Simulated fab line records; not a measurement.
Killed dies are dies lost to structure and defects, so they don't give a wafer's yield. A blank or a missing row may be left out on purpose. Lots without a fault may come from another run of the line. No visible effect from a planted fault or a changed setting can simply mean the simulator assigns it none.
Comparing a struck lot with a sound one ; flow sfqLine ; 14 steps out of a route of 325
Sound: these wafers, L929.1, L929.2, L929.3. The struck wafers were L944.3, L944.5, L944.6. The cause comes at the end.
Per side, at each step with rows, come the tool, then ch with its chambers, and then its first start. Under that, the readings that differ: sound wafers ; struck wafers ; difference of the means ; sigmas: that difference in standard deviations of wafers without a fault.
alike: a reading whose means differ by less than 2 such deviations, as well as words and numbers matching on both sides. not compared: withheld readings; readings where some wafer has no value; bounds like >300 that might hide an equal value; numbers whose values overlap and for which the record gives no deviation.
The two part at a step that has a row with sigmas, a row that says differs or no value, or rows on one side only. Numbers that have no deviation but don't overlap get no sigmas and don't part them. Lack of a reading on every wafer of one side parts them only where that side has two or more wafers.

first, 6 steps without rows for these wafers: SFQ_TRILAYER_M2_LITHO_COAT_062 (resist thk 62 nm); SFQ_TRILAYER_M2_LITHO_COAT_057 (resist thk 600 nm); SFQ_TRILAYER_M2_LITHO_SOFTBAKE_061; SFQ_TRILAYER_M2_LITHO_EXPOSE_058 (exposes mask M2, target cd 500 nm); SFQ_TRILAYER_M2_LITHO_PEB_060 (peb time 60 s); SFQ_TRILAYER_M2_LITHO_DEVELOP_059 (time 60 s).
SFQ_M2_OVL_MEAS_916:
  sound on overlay-02, day 33 08:04; struck on overlay-02, day 38 11:50
reading;sound;struck;difference;sigmas
M2_OVL (nm);-10 -8 -12;4 7 10;+17;+2
SFQ_TRILAYER_M2_BARC_OPEN_METAL_ETCH_077: etches BARC in O2, target depth 125 nm, time 41.7 s.
  sound on rieMetal-02 ch 0,1, day 33 08:06; struck on rieMetal-03 ch 0,1, day 38 11:53
  alike: drypumpMotorCurrentA, oesProductAu, rfFwdPowerW
  not compared: rfHoursCounterH
SFQ_TRILAYER_M2_ETCH_METAL_ETCH_060: etches Nb in Cl2/Ar, stops on SiO2, target depth 240 nm, time 120 s.
  sound on rieMetal-02 ch 0,1, day 33 08:09; struck on rieMetal-03 ch 0,1, day 38 11:58
  alike: drypumpMotorCurrentA, oesProductAu, rfFwdPowerW
  not compared: rfHoursCounterH
SFQ_TRILAYER_M2_STRIP_STRIP_061: strips in O2.
  sound on rieMetal-02 ch 0,1, day 33 08:17; struck on rieMetal-03 ch 0,1, day 38 12:15
  alike: drypumpMotorCurrentA, oesProductAu
  not compared: rfHoursCounterH
then, 1 step without rows for these wafers: SFQ_TRILAYER_M2_STRIP_SOLV_CLEAN_062 (cleans in NMP, time 600 s).
SFQ_TRILAYER_I2_DEP_PECVD_063: deposits SiO2 from SiH4/N2O, time 111.11 s, target thk 500 nm.
  sound on pecvd-03 ch 0,1,2, day 33 09:03; struck on pecvd-03 ch 0,1,2, day 38 12:49
reading;sound;struck;difference;sigmas
runLengthS (s);138.4 138.5 139.1;160.7 160.6 160.9;+22.1;+58
model.SiO2_of_TRILAYER_I2_DEP_PECVD_063.thkNm (nm);493.6 494.3 488.8;596.4 595.7 601.2;+105.5;
  alike: heaterPowerOuterW, heaterPowerW, rfFwdPowerW, showerheadVppV, throttleValvePct
SFQ_TRILAYER_I2_CMP_CMP_064: polishes SiO2.
  sound on cmp-02 ch 0,2,3, day 33 15:36; struck on cmp-02 ch 1,2,3, day 39 01:36
reading;sound;struck;difference;sigmas
timeToEndpointS (s);210 211 213;292 279 286;+74;+10
  alike: motorCurrentA
SFQ_I2_BOW_MEAS_917:
  sound on filmMetro-02, day 33 18:36; struck on filmMetro-04, day 39 03:38
  alike: I2_BOW

WHERE THEY PART
At SFQ_M2_OVL_MEAS_916 first; at SFQ_TRILAYER_I2_CMP_CMP_064 last (within this record only). Later steps at which nothing parts them and some readings are alike: SFQ_I2_BOW_MEAS_917.

WHY: what the simulator had put in
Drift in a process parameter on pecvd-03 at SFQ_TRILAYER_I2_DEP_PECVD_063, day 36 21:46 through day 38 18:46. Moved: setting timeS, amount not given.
